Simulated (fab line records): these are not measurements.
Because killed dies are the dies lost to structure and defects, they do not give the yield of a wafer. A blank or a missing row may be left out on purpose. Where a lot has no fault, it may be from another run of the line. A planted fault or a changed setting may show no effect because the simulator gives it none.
Chamber matching | flow sky130 | rie_diel-04 running SKY_POLY_GATE_ETCH_16: 4 sister chambers
The step etches Si3N4 in CH3F/O2, stops on poly-Si, time 147.5 s, target depth 75 nm. 8 wafers are shown with their chamber, then 7 later ones without.

== WAFERS, EACH WITH ITS CHAMBER ==
wafer  | chamber | oes_product_au (a.u.) | throttle_valve_pct (%)
L539.6 | 3       | 0.629                 | 10.536
L544.5 | 1       | 0.645                 | 10.543
L546.3 | 2       | 0.643                 | 10.527
L546.6 | 0       | 0.641                 | 10.545
L548.3 | 2       | 0.649                 | 10.538
L548.5 | 0       | 0.644                 | 10.534
L548.6 | 1       | 0.631                 | 10.537
L554.3 | 3       | 0.644                 | 10.540

== WAFERS MISSING THEIR CHAMBER ==
wafer  | oes_product_au (a.u.) | throttle_valve_pct (%)
L554.6 | 0.641                 | 10.528
L561.1 | 0.638                 | 10.535
L561.2 | 0.637                 | 10.530
L561.6 | 0.640                 | 10.551
L562.1 | 0.644                 | 10.527
L562.2 | 0.646                 | 10.534
L562.6 | 0.647                 | 10.539

== THE CHAMBER EACH PASSED THROUGH ==
wafer  | from the rows above               | in truth
L554.6 | can't be placed: 2 or 3 or 0 or 1 | 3
L561.1 | can't be placed: 3 or 1 or 0 or 2 | 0
L561.2 | can't be placed: 2 or 3 or 1 or 0 | 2
L561.6 | can't be placed: 1 or 0 or 3 or 2 | 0
L562.1 | can't be placed: 2 or 3 or 0 or 1 | 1
L562.2 | can't be placed: 2 or 0 or 3 or 1 | 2
L562.6 | can't be placed: 0 or 2 or 1 or 3 | 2
Correct placement for 0 of the 7. From these rows, 7 cannot be placed; in 7 the true chamber is one of the candidates. Placed wrongly: 0.
How it was worked out, from the rows above alone: a wafer's distance from a chamber is the root of the sum, over the readings, of the square of ((its reading less the chamber's mean) divided by the reading's scatter). The wafer belongs to the nearest chamber; if the next one is less than 2 further off, it can't be placed. Each chamber's mean is taken over the wafers shown for it. The scatter: the root of (the sum of the squares of (reading less its chamber's mean) over the shown wafers, divided by (wafers less chambers)).
